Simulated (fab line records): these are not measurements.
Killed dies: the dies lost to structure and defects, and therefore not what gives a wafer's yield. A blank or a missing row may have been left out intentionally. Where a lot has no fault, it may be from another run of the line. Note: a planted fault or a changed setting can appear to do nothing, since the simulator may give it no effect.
Which tool was responsible? / flow sky130 / 33 wafers from 11 lots sampled at 5 of the route's 708 steps

WHAT THE GAUGES SHOWED, per wafer
Not one reading of a measure or inspect step in the record can be checked against a usual standard deviation.

WHICH TOOL RAN EACH LOT (tool, then ch and the chambers of the sampled wafers, then the start)
lot=L985; SKY_METAL2_ETCH_18=rie-metal-02 ch 0,1, day 36 11:59; SKY_METAL2_METAL_ETCH_19=rie-metal-02 ch 0,1, day 36 12:03; SKY_VIA2_SPUTTER_20=pvd-sputter-03, day 37 17:02; SKY_METAL3_SPUTTER_01=pvd-sputter-04, day 37 17:43; SKY_PAD_OPEN_PROBE_99=prober-01, day 46 19:37
lot=L984; SKY_METAL2_ETCH_18=rie-metal-02 ch 0, day 36 14:09; SKY_METAL2_METAL_ETCH_19=rie-metal-02 ch 0, day 36 14:17; SKY_VIA2_SPUTTER_20=pvd-sputter-03, day 37 19:30; SKY_METAL3_SPUTTER_01=pvd-sputter-01, day 37 20:11; SKY_PAD_OPEN_PROBE_99=prober-02, day 46 22:28
lot=L987; SKY_METAL2_ETCH_18=rie-metal-01 ch 1, day 36 18:38; SKY_METAL2_METAL_ETCH_19=rie-metal-01 ch 1, day 36 18:47; SKY_VIA2_SPUTTER_20=pvd-sputter-04, day 37 23:49; SKY_METAL3_SPUTTER_01=pvd-sputter-01, day 38 00:31; SKY_PAD_OPEN_PROBE_99=prober-02, day 47 05:58
lot=L990; SKY_METAL2_ETCH_18=rie-metal-02 ch 1, day 37 22:41; SKY_METAL2_METAL_ETCH_19=rie-metal-02 ch 1, day 37 22:45; SKY_VIA2_SPUTTER_20=pvd-sputter-04, day 39 01:39; SKY_METAL3_SPUTTER_01=pvd-sputter-02, day 39 02:20; SKY_PAD_OPEN_PROBE_99=prober-01, day 48 04:14
lot=L991; SKY_METAL2_ETCH_18=rie-metal-03 ch 0,1, day 38 00:53; SKY_METAL2_METAL_ETCH_19=rie-metal-03 ch 0,1, day 38 00:57; SKY_VIA2_SPUTTER_20=pvd-sputter-04, day 39 04:06; SKY_METAL3_SPUTTER_01=pvd-sputter-04, day 39 04:47; SKY_PAD_OPEN_PROBE_99=-
lot=L992; SKY_METAL2_ETCH_18=rie-metal-02 ch 0,1, day 38 01:17; SKY_METAL2_METAL_ETCH_19=rie-metal-02 ch 0,1, day 38 01:20; SKY_VIA2_SPUTTER_20=pvd-sputter-03, day 39 04:19; SKY_METAL3_SPUTTER_01=pvd-sputter-01, day 39 05:05; SKY_PAD_OPEN_PROBE_99=-
lot=L994; SKY_METAL2_ETCH_18=rie-metal-01 ch 0,1, day 38 21:09; SKY_METAL2_METAL_ETCH_19=rie-metal-01 ch 0,1, day 38 21:13; SKY_VIA2_SPUTTER_20=pvd-sputter-03, day 40 00:25; SKY_METAL3_SPUTTER_01=pvd-sputter-04, day 40 01:06; SKY_PAD_OPEN_PROBE_99=prober-01, day 48 19:01
lot=L996; SKY_METAL2_ETCH_18=rie-metal-02 ch 0,1, day 39 05:10; SKY_METAL2_METAL_ETCH_19=rie-metal-02 ch 0,1, day 39 05:14; SKY_VIA2_SPUTTER_20=pvd-sputter-02, day 40 08:25; SKY_METAL3_SPUTTER_01=pvd-sputter-01, day 40 09:07; SKY_PAD_OPEN_PROBE_99=prober-01, day 49 03:15
lot=L101; SKY_METAL2_ETCH_18=rie-metal-01 ch 0,1, day 40 10:26; SKY_METAL2_METAL_ETCH_19=rie-metal-01 ch 0,1, day 40 10:29; SKY_VIA2_SPUTTER_20=pvd-sputter-02, day 41 12:31; SKY_METAL3_SPUTTER_01=pvd-sputter-04, day 41 13:13; SKY_PAD_OPEN_PROBE_99=-
lot=L103; SKY_METAL2_ETCH_18=rie-metal-02 ch 0,1, day 41 04:57; SKY_METAL2_METAL_ETCH_19=rie-metal-02 ch 0,1, day 41 05:01; SKY_VIA2_SPUTTER_20=pvd-sputter-04, day 42 06:37; SKY_METAL3_SPUTTER_01=pvd-sputter-02, day 42 07:19; SKY_PAD_OPEN_PROBE_99=prober-02, day 50 12:29
lot=L107; SKY_METAL2_ETCH_18=rie-metal-01 ch 0,1, day 42 01:02; SKY_METAL2_METAL_ETCH_19=rie-metal-01 ch 0,1, day 42 01:06; SKY_VIA2_SPUTTER_20=pvd-sputter-02, day 43 03:12; SKY_METAL3_SPUTTER_01=pvd-sputter-01, day 43 03:54; SKY_PAD_OPEN_PROBE_99=-
- SKY_METAL2_ETCH_18: etches BARC in N2/H2, stops on SiO2, time 45.9 s, target depth 60 nm.
- SKY_METAL2_METAL_ETCH_19: etches the open film in Cl2/BCl3, stops on SiO2, target depth 360 nm, time 78 s.
- SKY_VIA2_SPUTTER_20: material TiN, target thk 20 nm, time 80 s.
- SKY_METAL3_SPUTTER_01: material TiN, target thk 20 nm, time 16.7 s.
- SKY_PAD_OPEN_PROBE_99

AS READ BY THE TOOLS THEMSELVES (means over the sampled wafers that have a number; for cases with no such wafer, the mark the record gives instead)
SKY_METAL2_ETCH_18. Usual: drypump-motor-current-A 5.9 A, standard deviation 0.36; oes-product-au 0.855 a.u., standard deviation 0.0047; throttle-valve-pct 13.225 %, standard deviation 0.0095.
lot=L985; tool=rie-metal-02; drypump-motor-current-A (A)=5.8; oes-product-au (a.u.)=0.850; throttle-valve-pct (%)=13.223; flag=
lot=L984; tool=rie-metal-02; drypump-motor-current-A (A)=6.3; oes-product-au (a.u.)=0.850; throttle-valve-pct (%)=13.233; flag=
lot=L987; tool=rie-metal-01; drypump-motor-current-A (A)=6.0; oes-product-au (a.u.)=0.852; throttle-valve-pct (%)=13.229; flag=
lot=L990; tool=rie-metal-02; drypump-motor-current-A (A)=5.6; oes-product-au (a.u.)=0.859; throttle-valve-pct (%)=13.226; flag=
lot=L991; tool=rie-metal-03; drypump-motor-current-A (A)=5.6; oes-product-au (a.u.)=0.852; throttle-valve-pct (%)=13.220; flag=
lot=L992; tool=rie-metal-02; drypump-motor-current-A (A)=6.1; oes-product-au (a.u.)=0.856; throttle-valve-pct (%)=13.218; flag=
lot=L994; tool=rie-metal-01; drypump-motor-current-A (A)=5.7; oes-product-au (a.u.)=0.853; throttle-valve-pct (%)=13.224; flag=
lot=L996; tool=rie-metal-02; drypump-motor-current-A (A)=6.1; oes-product-au (a.u.)=0.855; throttle-valve-pct (%)=13.229; flag=
lot=L101; tool=rie-metal-01; drypump-motor-current-A (A)=5.7; oes-product-au (a.u.)=0.859; throttle-valve-pct (%)=13.225; flag=
lot=L103; tool=rie-metal-02; drypump-motor-current-A (A)=6.1; oes-product-au (a.u.)=0.850; throttle-valve-pct (%)=13.226; flag=
lot=L107; tool=rie-metal-01; drypump-motor-current-A (A)=5.8; oes-product-au (a.u.)=0.855; throttle-valve-pct (%)=13.229; flag=

SKY_METAL2_METAL_ETCH_19. Usual: drypump-motor-current-A 5.9 A, standard deviation 0.36; oes-product-au 0.854 a.u., standard deviation 0.0061; throttle-valve-pct 22.263 %, standard deviation 0.0087.
lot=L985; tool=rie-metal-02; drypump-motor-current-A (A)=5.8; oes-product-au (a.u.)=0.847; throttle-valve-pct (%)=22.261; flag=
lot=L984; tool=rie-metal-02; drypump-motor-current-A (A)=6.3; oes-product-au (a.u.)=0.847; throttle-valve-pct (%)=22.260; flag=
lot=L987; tool=rie-metal-01; drypump-motor-current-A (A)=6.0; oes-product-au (a.u.)=0.859; throttle-valve-pct (%)=22.260; flag=
lot=L990; tool=rie-metal-02; drypump-motor-current-A (A)=5.6; oes-product-au (a.u.)=0.852; throttle-valve-pct (%)=22.266; flag=
lot=L991; tool=rie-metal-03; drypump-motor-current-A (A)=5.6; oes-product-au (a.u.)=0.859; throttle-valve-pct (%)=22.266; flag=
lot=L992; tool=rie-metal-02; drypump-motor-current-A (A)=6.1; oes-product-au (a.u.)=0.855; throttle-valve-pct (%)=22.263; flag=
lot=L994; tool=rie-metal-01; drypump-motor-current-A (A)=5.7; oes-product-au (a.u.)=0.863; throttle-valve-pct (%)=22.256; flag=
lot=L996; tool=rie-metal-02; drypump-motor-current-A (A)=6.1; oes-product-au (a.u.)=0.852; throttle-valve-pct (%)=22.268; flag=
lot=L101; tool=rie-metal-01; drypump-motor-current-A (A)=5.7; oes-product-au (a.u.)=0.855; throttle-valve-pct (%)=22.262; flag=
lot=L103; tool=rie-metal-02; drypump-motor-current-A (A)=6.1; oes-product-au (a.u.)=0.863; throttle-valve-pct (%)=22.264; flag=
lot=L107; tool=rie-metal-01; drypump-motor-current-A (A)=5.8; oes-product-au (a.u.)=0.854; throttle-valve-pct (%)=22.266; flag=

SKY_VIA2_SPUTTER_20. Usual: cathode-dc-power-W 4000.1 W, standard deviation 0.81; throttle-valve-pct 30.5 %, standard deviation 1.
lot=L985; tool=pvd-sputter-03; cathode-dc-power-W (W)=4000.5; throttle-valve-pct (%)=31.3; flag=
lot=L984; tool=pvd-sputter-03; cathode-dc-power-W (W)=3999.5; throttle-valve-pct (%)=30.8; flag=
lot=L987; tool=pvd-sputter-04; cathode-dc-power-W (W)=3999.8; throttle-valve-pct (%)=29.9; flag=
lot=L990; tool=pvd-sputter-04; cathode-dc-power-W (W)=4000.7; throttle-valve-pct (%)=30.1; flag=
lot=L991; tool=pvd-sputter-04; cathode-dc-power-W (W)=4000.0; throttle-valve-pct (%)=30.3; flag=
lot=L992; tool=pvd-sputter-03; cathode-dc-power-W (W)=4000.7; throttle-valve-pct (%)=30.4; flag=
lot=L994; tool=pvd-sputter-03; cathode-dc-power-W (W)=4072.5; throttle-valve-pct (%)=30.9; flag=OFF
lot=L996; tool=pvd-sputter-02; cathode-dc-power-W (W)=3999.5; throttle-valve-pct (%)=30.0; flag=
lot=L101; tool=pvd-sputter-02; cathode-dc-power-W (W)=4000.0; throttle-valve-pct (%)=30.1; flag=
lot=L103; tool=pvd-sputter-04; cathode-dc-power-W (W)=4000.3; throttle-valve-pct (%)=30.1; flag=
lot=L107; tool=pvd-sputter-02; cathode-dc-power-W (W)=4000.4; throttle-valve-pct (%)=30.0; flag=

SKY_METAL3_SPUTTER_01. Usual: cathode-dc-power-W 6499.9 W, standard deviation 1.2; throttle-valve-pct 30.0 %, standard deviation 0.84.
lot=L985; tool=pvd-sputter-04; cathode-dc-power-W (W)=6498.6; throttle-valve-pct (%)=30.1; flag=
lot=L984; tool=pvd-sputter-01; cathode-dc-power-W (W)=6500.4; throttle-valve-pct (%)=30.8; flag=
lot=L987; tool=pvd-sputter-01; cathode-dc-power-W (W)=6500.5; throttle-valve-pct (%)=29.8; flag=
lot=L990; tool=pvd-sputter-02; cathode-dc-power-W (W)=6499.8; throttle-valve-pct (%)=30.2; flag=
lot=L991; tool=pvd-sputter-04; cathode-dc-power-W (W)=6499.7; throttle-valve-pct (%)=30.0; flag=
lot=L992; tool=pvd-sputter-01; cathode-dc-power-W (W)=6499.1; throttle-valve-pct (%)=29.6; flag=
lot=L994; tool=pvd-sputter-04; cathode-dc-power-W (W)=6499.7; throttle-valve-pct (%)=30.0; flag=
lot=L996; tool=pvd-sputter-01; cathode-dc-power-W (W)=6499.7; throttle-valve-pct (%)=30.1; flag=
lot=L101; tool=pvd-sputter-04; cathode-dc-power-W (W)=6500.6; throttle-valve-pct (%)=30.3; flag=
lot=L103; tool=pvd-sputter-02; cathode-dc-power-W (W)=6499.4; throttle-valve-pct (%)=30.1; flag=
lot=L107; tool=pvd-sputter-01; cathode-dc-power-W (W)=6500.3; throttle-valve-pct (%)=30.3; flag=

SKY_PAD_OPEN_PROBE_99. Usual: defect-limited-yield 82.1 %, standard deviation 1.9; killed_at_M0_to_M3 44, standard deviation 6.6; killed_at_M4_up 3.0, standard deviation 1.9; killed-at-contacts 24, standard deviation 5.1; killed-at-front-end 16, standard deviation 4.6; killed-at-other 0.3, standard deviation 0.59; killed-dies 88, standard deviation 9.5; killed-open 48, standard deviation 6.7; killed-short 40, standard deviation 6.1; sort_bin_3_pad_short 0.9 %, standard deviation 0.43; sort_bin_5_function 10.7 %, standard deviation 1.6; sort_bin_6_memory 6.3 %, standard deviation 1.1; sort-n-pass 404, standard deviation 9.5; sort-yield-pct 82.1 %, standard deviation 1.9.
lot=L985; tool=prober-01; defect-limited-yield (%)=82.4; killed_at_M0_to_M3=41; killed_at_M4_up=2.7; killed-at-contacts=29; killed-at-front-end=13; killed-at-other=1.0; killed-dies=87; killed-open=46; killed-short=40; sort_bin_3_pad_short (%)=1.1; sort_bin_5_function (%)=11.1; sort_bin_6_memory (%)=5.4; sort-n-pass=405; sort-yield-pct (%)=82.4; flag=
lot=L984; tool=prober-02; defect-limited-yield (%)=82.9; killed_at_M0_to_M3=42; killed_at_M4_up=3.0; killed-at-contacts=23; killed-at-front-end=16; killed-at-other=0.0; killed-dies=84; killed-open=47; killed-short=37; sort_bin_3_pad_short (%)=0.5; sort_bin_5_function (%)=10.3; sort_bin_6_memory (%)=6.2; sort-n-pass=408; sort-yield-pct (%)=82.9; flag=
lot=L987; tool=prober-02; defect-limited-yield (%)=83.0; killed_at_M0_to_M3=51; killed_at_M4_up=3.7; killed-at-contacts=16; killed-at-front-end=13; killed-at-other=0.3; killed-dies=84; killed-open=43; killed-short=41; sort_bin_3_pad_short (%)=0.7; sort_bin_5_function (%)=10.5; sort_bin_6_memory (%)=5.8; sort-n-pass=408; sort-yield-pct (%)=83.0; flag=
lot=L990; tool=prober-01; defect-limited-yield (%)=84.1; killed_at_M0_to_M3=40; killed_at_M4_up=3.0; killed-at-contacts=22; killed-at-front-end=12; killed-at-other=0.0; killed-dies=78; killed-open=45; killed-short=33; sort_bin_3_pad_short (%)=0.7; sort_bin_5_function (%)=9.3; sort_bin_6_memory (%)=5.8; sort-n-pass=414; sort-yield-pct (%)=84.1; flag=
lot=L994; tool=prober-01; defect-limited-yield (%)=80.7; killed_at_M0_to_M3=50; killed_at_M4_up=2.7; killed-at-contacts=25; killed-at-front-end=17; killed-at-other=0.0; killed-dies=95; killed-open=50; killed-short=45; sort_bin_3_pad_short (%)=0.9; sort_bin_5_function (%)=11.0; sort_bin_6_memory (%)=7.4; sort-n-pass=397; sort-yield-pct (%)=80.7; flag=
lot=L996; tool=prober-01; defect-limited-yield (%)=83.9; killed_at_M0_to_M3=37; killed_at_M4_up=3.3; killed-at-contacts=23; killed-at-front-end=15; killed-at-other=0.3; killed-dies=79; killed-open=46; killed-short=33; sort_bin_3_pad_short (%)=0.9; sort_bin_5_function (%)=9.3; sort_bin_6_memory (%)=5.8; sort-n-pass=413; sort-yield-pct (%)=83.9; flag=
lot=L103; tool=prober-02; defect-limited-yield (%)=82.8; killed_at_M0_to_M3=42; killed_at_M4_up=2.7; killed-at-contacts=26; killed-at-front-end=14; killed-at-other=0.0; killed-dies=85; killed-open=46; killed-short=38; sort_bin_3_pad_short (%)=0.8; sort_bin_5_function (%)=10.5; sort_bin_6_memory (%)=6.0; sort-n-pass=407; sort-yield-pct (%)=82.8; flag=

THE ANSWER, worked out from the rows above alone
Rule: take the mean of a lot's wafers that have a number; if it is more than 3 standard deviations from the usual mean, the lot is off. A lot without any number at a reading at which 4 lots or more have one is off too. The other lots that the step has rows for count as sound. After the gauges, taken in route order, come the tools' own readings; for these a lot's mean is taken, as printed above. The first step at which some lot is off is used, and at that step the reading that is off furthest; a lot without a number counts as furthest.
Off: L994 (SKY_VIA2_SPUTTER_20, cathode-dc-power-W).
If a tool, at that step or one of the process steps before it, ran each lot that is off and ran no sound lot following the first of them, it fits. One candidate fits, namely pvd-sputter-03 at SKY_VIA2_SPUTTER_20. A fault onset in the window from L992 (day 39 04:19, its last sound lot) to L994 (day 40 00:25, its first lot off) fits.
On the lots that are off, the tool's own readings at SKY_VIA2_SPUTTER_20 differ by more than 5 times the standard deviation of the sound lots' means, which bears it out; cathode-dc-power-W reads 4072.5 W there versus 4000.1 W on the sound lots.

WHAT THE SIMULATOR HAD INSERTED
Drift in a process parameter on pvd-sputter-03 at SKY_VIA2_SPUTTER_20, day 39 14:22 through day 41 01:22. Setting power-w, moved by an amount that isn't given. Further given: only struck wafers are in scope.
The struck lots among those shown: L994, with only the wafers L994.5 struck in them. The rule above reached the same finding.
